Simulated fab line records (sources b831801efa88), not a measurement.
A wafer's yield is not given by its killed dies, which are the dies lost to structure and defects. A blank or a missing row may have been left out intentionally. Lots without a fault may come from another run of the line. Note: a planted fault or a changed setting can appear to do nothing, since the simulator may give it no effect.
Which of the tools did it? + flow sfq-line + 14 lots with 42 wafers sampled at 5 steps, on a route of 325 steps

## WHAT THE GAUGES SHOWED, per wafer
SFQ_M1_OVL_MEAS_911.
| lot  | measured     | on         | M1_OVL (nm) |
|------|--------------|------------|-------------|
| L480 | day 24 03:29 | overlay-02 | 7 0 9       |
| L481 | day 24 11:53 | overlay-02 | -4 5 -7     |
| L482 | day 25 09:29 | overlay-02 | 6 1 7       |
| L486 | day 27 09:13 | overlay-01 | 3 -4 0      |
| L487 | day 27 23:37 | overlay-02 | -2 -5 6     |
| L488 | day 28 08:02 | overlay-01 | 2 3 -5      |
| L489 | day 28 23:17 | overlay-02 | -5 3 5      |
| L491 | day 29 08:53 | overlay-02 | -1 0 5      |
| L492 | day 29 16:05 | overlay-02 | -5 3 8      |
| L494 | day 30 06:38 | overlay-02 | 5 0 0       |
| L496 | day 31 09:08 | overlay-01 | 5 0 3       |
| L497 | day 31 17:32 | overlay-02 | -10 -4 -5   |
| L499 | day 32 22:56 | overlay-02 | -2 -7 -14   |
| L503 | day 34 12:10 | overlay-01 | 2 2 -1      |

SFQ_M2_RS_MEAS_914: measurement is done with a four-point probe.
| lot  | measured     | on            | M2_NB_RS (ohm/sq) |
|------|--------------|---------------|-------------------|
| L480 | day 31 00:37 | film-metro-01 | 0.894 0.898 0.896 |
| L481 | day 31 09:01 | film-metro-02 | 0.905 0.898 0.890 |
| L482 | day 32 04:32 | film-metro-01 | 0.894 0.895 0.892 |
| L486 | day 34 09:41 | film-metro-01 | 0.882 0.872 0.889 |
| L487 | day 35 00:04 | film-metro-02 | 0.895 0.894 0.904 |
| L488 | day 35 03:43 | film-metro-04 | 0.890 0.893 0.886 |
| L489 | day 35 14:28 | film-metro-04 | 0.893 0.894 0.888 |
| L491 | day 36 01:08 | film-metro-04 | 0.887 0.875 0.885 |
| L492 | day 36 12:21 | film-metro-04 | 0.898 0.893 0.902 |
| L494 | day 36 23:14 | film-metro-01 | 0.883 0.892 0.894 |
| L496 | day 38 00:30 | film-metro-01 | 0.890 0.897 0.892 |
| L497 | day 38 11:17 | film-metro-02 | 0.940 0.939 0.931 |
| L499 | day 39 08:20 | film-metro-01 | 0.938 0.925 0.923 |
| L503 | day 40 14:05 | film-metro-01 | 0.890 0.901 0.897 |

## TOOL THAT RAN EACH LOT (tool first, then ch and the chambers of the sampled wafers, then the start)
| lot  | SFQ_TRILAYER_I0_DEP_PECVD_027   | SFQ_TRILAYER_M1_BARC_OPEN_METAL_ETCH_054 | SFQ_TRILAYER_M2_DEP_SPUTTER_055 |
|------|---------------------------------|------------------------------------------|---------------------------------|
| L480 | pecvd-02 ch 1,2, day 12 03:25   | rie-metal-02 ch 0,1, day 24 03:31        | pvd-sputter-04, day 31 00:32    |
| L481 | pecvd-02 ch 1,2, day 12 10:39   | rie-metal-02 ch 0,1, day 24 11:55        | pvd-sputter-04, day 31 08:56    |
| L482 | pecvd-02 ch 0,2, day 12 20:14   | rie-metal-04 ch 0,1, day 25 09:31        | pvd-sputter-04, day 32 04:26    |
| L486 | pecvd-03 ch 0,1, day 14 14:26   | rie-metal-02 ch 0,1, day 27 09:16        | pvd-sputter-03, day 34 09:34    |
| L487 | pecvd-02 ch 0,1,2, day 15 06:10 | rie-metal-04 ch 0,1, day 27 23:38        | pvd-sputter-04, day 34 23:58    |
| L488 | pecvd-01 ch 0,1,2, day 15 14:11 | rie-metal-02 ch 0,1, day 28 08:04        | pvd-sputter-04, day 35 03:34    |
| L489 | pecvd-01 ch 0,2, day 15 22:33   | rie-metal-04 ch 0,1, day 28 23:19        | pvd-sputter-05, day 35 14:22    |
| L491 | pecvd-03 ch 0,1,2, day 16 10:58 | rie-metal-04 ch 0,1, day 29 08:55        | pvd-sputter-04, day 36 01:02    |
| L492 | pecvd-02 ch 1,2, day 16 14:34   | rie-metal-04 ch 0,1, day 29 16:07        | pvd-sputter-03, day 36 12:16    |
| L494 | pecvd-01 ch 0,1,2, day 17 04:07 | rie-metal-04 ch 0,1, day 30 06:40        | pvd-sputter-04, day 36 23:05    |
| L496 | pecvd-02 ch 0,1, day 18 01:29   | rie-metal-01 ch 0,1, day 31 09:10        | pvd-sputter-03, day 38 00:24    |
| L497 | pecvd-02 ch 0,1, day 18 09:55   | rie-metal-01 ch 0,1, day 31 17:34        | pvd-sputter-03, day 38 11:11    |
| L499 | pecvd-03 ch 0,1,2, day 19 18:00 | rie-metal-04 ch 1, day 32 22:58          | pvd-sputter-03, day 39 08:15    |
| L503 | pecvd-03 ch 0,1, day 21 01:20   | rie-metal-01 ch 0,1, day 34 12:12        | pvd-sputter-05, day 40 13:59    |
- SFQ_TRILAYER_I0_DEP_PECVD_027: deposits SiO2 from SiH4/N2O, time 111.11 s, target thk 500 nm.
- SFQ_TRILAYER_M1_BARC_OPEN_METAL_ETCH_054: etches BARC in O2, target depth 125 nm, time 41.7 s.
- SFQ_TRILAYER_M2_DEP_SPUTTER_055: material Nb, target thk 200 nm, time 133.3 s.

## AS READ BY THE TOOLS THEMSELVES (means over the sampled wafers that have a number; for cases with no such wafer, the mark the record gives instead)
SFQ_TRILAYER_I0_DEP_PECVD_027.
| lot  | tool     | chamber-pressure-Torr (Torr) | heater-power-outer-w (W) | heater-power-w (W) | rf-fwd-power-W (W) | throttle-valve-pct (%) |
|------|----------|------------------------------|--------------------------|--------------------|--------------------|------------------------|
| L480 | pecvd-02 | 2.405                        | 33                       | 82                 | 182.5              | 23.6                   |
| L481 | pecvd-02 | 2.401                        | 34                       | 82                 | 182.3              | 23.5                   |
| L482 | pecvd-02 | 2.396                        | 33                       | 87                 | 181.8              | 23.6                   |
| L486 | pecvd-03 | 2.401                        | 31                       | 84                 | 182.2              | 22.7                   |
| L487 | pecvd-02 | 2.396                        | 32                       | 80                 | 182.1              | 23.5                   |
| L488 | pecvd-01 | 2.398                        | 30                       | 84                 | 181.8              | 24.6                   |
| L489 | pecvd-01 | 2.394                        | 31                       | 85                 | 181.8              | 24.3                   |
| L491 | pecvd-03 | 2.403                        | 28                       | 79                 | 182.6              | 22.1                   |
| L492 | pecvd-02 | 2.401                        | 27                       | 72                 | 181.8              | 23.5                   |
| L494 | pecvd-01 | 2.403                        | 27                       | 78                 | 181.8              | 24.4                   |
| L496 | pecvd-02 | 2.397                        | 31                       | 81                 | 182.7              | 24.0                   |
| L497 | pecvd-02 | 2.399                        | 29                       | 79                 | 181.7              | 23.8                   |
| L499 | pecvd-03 | 2.399                        | 27                       | 79                 | 182.1              | 22.6                   |
| L503 | pecvd-03 | 2.399                        | 25                       | 77                 | 182.6              | 22.8                   |

SFQ_TRILAYER_M1_BARC_OPEN_METAL_ETCH_054.
| lot  | tool         | drypump-motor-current-A (A) | oes-product-au (a.u.) | rf-fwd-power-W (W) |
|------|--------------|-----------------------------|-----------------------|--------------------|
| L480 | rie-metal-02 | 5.6                         | 0.681                 | 591.4              |
| L481 | rie-metal-02 | 5.7                         | 0.679                 | 591.7              |
| L482 | rie-metal-04 | 6.2                         | 0.682                 | 593.6              |
| L486 | rie-metal-02 | 5.7                         | 0.684                 | 592.0              |
| L487 | rie-metal-04 | 5.9                         | 0.684                 | 594.9              |
| L488 | rie-metal-02 | 5.8                         | 0.680                 | 591.4              |
| L489 | rie-metal-04 | 5.9                         | 0.680                 | 593.1              |
| L491 | rie-metal-04 | 6.2                         | 0.680                 | 592.6              |
| L492 | rie-metal-04 | 6.2                         | 0.682                 | 593.9              |
| L494 | rie-metal-04 | 6.2                         | 0.683                 | 593.1              |
| L496 | rie-metal-01 | 5.8                         | 0.684                 | 591.8              |
| L497 | rie-metal-01 | 5.7                         | 0.678                 | 589.2              |
| L499 | rie-metal-04 | 6.4                         | 0.684                 | 594.8              |
| L503 | rie-metal-01 | 5.7                         | 0.678                 | 589.5              |

SFQ_TRILAYER_M2_DEP_SPUTTER_055.
| lot  | tool           | cathode-dc-power-W (W) | throttle-valve-pct (%) |
|------|----------------|------------------------|------------------------|
| L480 | pvd-sputter-04 | 2000.0                 | 30.3                   |
| L481 | pvd-sputter-04 | 2000.3                 | 29.3                   |
| L482 | pvd-sputter-04 | 1999.7                 | 29.8                   |
| L486 | pvd-sputter-03 | 1999.9                 | 30.0                   |
| L487 | pvd-sputter-04 | 1999.9                 | 29.0                   |
| L488 | pvd-sputter-04 | 1999.6                 | 29.3                   |
| L489 | pvd-sputter-05 | 2000.0                 | 30.1                   |
| L491 | pvd-sputter-04 | 2000.4                 | 29.4                   |
| L492 | pvd-sputter-03 | 2000.0                 | 29.9                   |
| L494 | pvd-sputter-04 | 1999.8                 | 30.2                   |
| L496 | pvd-sputter-03 | 2000.4                 | 29.7                   |
| L497 | pvd-sputter-03 | 1922.5                 | 29.8                   |
| L499 | pvd-sputter-03 | 1922.1                 | 29.7                   |
| L503 | pvd-sputter-05 | 1999.9                 | 30.7                   |

## THE ANSWER, worked out from the rows above alone
Rule: the lots themselves supply what counts as usual. The widest of any qualifying gaps counts: lots, ordered by their means at a reading, are off when they make up no more than a third of the lots, leave a main group of 4 or more, and stand apart from it by 3 or more times the standard deviation of that group's means. A main group is skipped when, at the precision printed for the reading in the tables above, its means are all equal. Also off: a lot with no number at a reading for which 4 or more lots have one. All remaining lots with rows at the step are treated as sound. After the gauges, taken in route order, come the tools' own readings; for these a lot's mean is taken, as printed above. At the first step where some lot is off, the reading lying furthest off is the one used; lots without a number count as furthest.
Off: L497, L499, at SFQ_M2_RS_MEAS_914 (M2_NB_RS). Mean 0.892 ohm/sq and standard deviation 0.0055 in the main group.
A tool fits if, at a process step before that reading, it ran every lot that is off, and no sound lot after the first of them. The gauges at SFQ_M2_RS_MEAS_914 aren't tried: what is off there is off at SFQ_TRILAYER_M2_DEP_SPUTTER_055 too, on other tools, and a gauge's error can't cause that. One fits: pvd-sputter-03 at SFQ_TRILAYER_M2_DEP_SPUTTER_055. A fault onset in the window from L496 (day 38 00:24, its last sound lot) to L497 (day 38 11:11, its first lot off) fits.
On the lots that are off, the tool's own readings at SFQ_TRILAYER_M2_DEP_SPUTTER_055 differ by more than 5 times the standard deviation of the sound lots' means, which bears it out; cathode-dc-power-W reads 1922.3 W there versus 2000.0 W on the sound lots.

## WHAT THE SIMULATOR PUT IN
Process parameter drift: pvd-sputter-03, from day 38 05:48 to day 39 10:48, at SFQ_TRILAYER_M2_DEP_SPUTTER_055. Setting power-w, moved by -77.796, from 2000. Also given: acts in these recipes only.
Shown lots that were struck: L497, L499. This agrees with what the rule above found.
